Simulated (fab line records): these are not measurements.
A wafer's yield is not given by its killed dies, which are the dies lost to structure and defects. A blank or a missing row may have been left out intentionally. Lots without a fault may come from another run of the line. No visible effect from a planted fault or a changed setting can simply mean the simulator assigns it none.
One fault seen from 2 desks :: flow gf180mcu :: numbers are kept per desk, each desk with only its own; the story behind them comes last

## THE TOOL OWNER'S DESK: litho_track-02
The tool's own readings at GF_SAB_COAT_04 (resist thk 1000 nm): means of the sampled wafers that have a number, for each lot that ran on this tool. The brackets show how far a lot's mean lies from the usual mean; more than 4 standard deviations puts the lot out of limits, marked OUT.
Columns: A = resist_line_temp_C at GF_SAB_COAT_04, usual 23.01 C
lot: L247
first seen here: day 15 06:16
A: 23.03

lot: L249
first seen here: day 15 13:49
A: 23.00

lot: L250
first seen here: day 15 21:49
A: 23.19

lot: L262
first seen here: day 20 02:47
A: 22.99

lot: L263
first seen here: day 20 09:33
A: 23.00

lot: L270
first seen here: day 23 06:54
A: 22.96
This desk's finding: nothing out of limits on any of the 6 lots.

## AT THE METROLOGY DESK
What the gauges read, lot by lot, whatever tool the lot ran on: means of the sampled wafers that have a number. The brackets show how far a lot's mean lies from the usual mean; more than 4 standard deviations puts the lot out of limits, marked OUT.
Columns: A = cd_nm at GF_SAB_CD_MEAS_09, usual 419.3 nm; B = CONTACT_W_RS at GF_CONTACT_RS_MEAS_25, usual 0.384 ohm/sq; C = M1_ALCU_RS at GF_M1_RS_MEAS_05, usual 0.0694 ohm/sq
lot: L248
first seen here: day 15 13:20
A: 416.0
B: 0.375
C: 0.0685

lot: L247
first seen here: day 15 17:20
A: 420.3
B: 0.378
C: 0.0701

lot: L249
first seen here: day 16 00:09
A: 416.8
B: 0.375
C: 0.0705

lot: L250
first seen here: day 16 08:48
A: 421.5
B: 0.385
C: 0.0686

lot: L251
first seen here: day 16 09:27
A: 421.2
B: 0.383
C: 0.0701

lot: L259
first seen here: day 18 22:31
A: 420.1
B: 0.386
C: 0.0687

lot: L262
first seen here: day 20 14:22
A: 421.6
B: 0.381
C: 0.0696

lot: L263
first seen here: day 20 22:18
A: 427.6
B: 0.389
C: 0.0688

lot: L265
first seen here: day 22 09:45
A: 418.5
B: 0.386
C: 0.0680

lot: L266
first seen here: day 22 10:06
A: 421.3
B: 0.387
C: 0.0691

lot: L269
first seen here: day 23 12:30
A: 416.6
B: 0.385
C: 0.0689

lot: L270
first seen here: day 23 18:20
A: 417.1
B: 0.385
C: 0.0692
This desk's finding: nothing out of limits on any of the 12 lots.

## ALL TOGETHER
The tool owner's desk saw nothing out of limits.
At the metrology desk, nothing out of limits was observed.

## WHAT HAD BEEN PUT IN BY THE SIMULATOR
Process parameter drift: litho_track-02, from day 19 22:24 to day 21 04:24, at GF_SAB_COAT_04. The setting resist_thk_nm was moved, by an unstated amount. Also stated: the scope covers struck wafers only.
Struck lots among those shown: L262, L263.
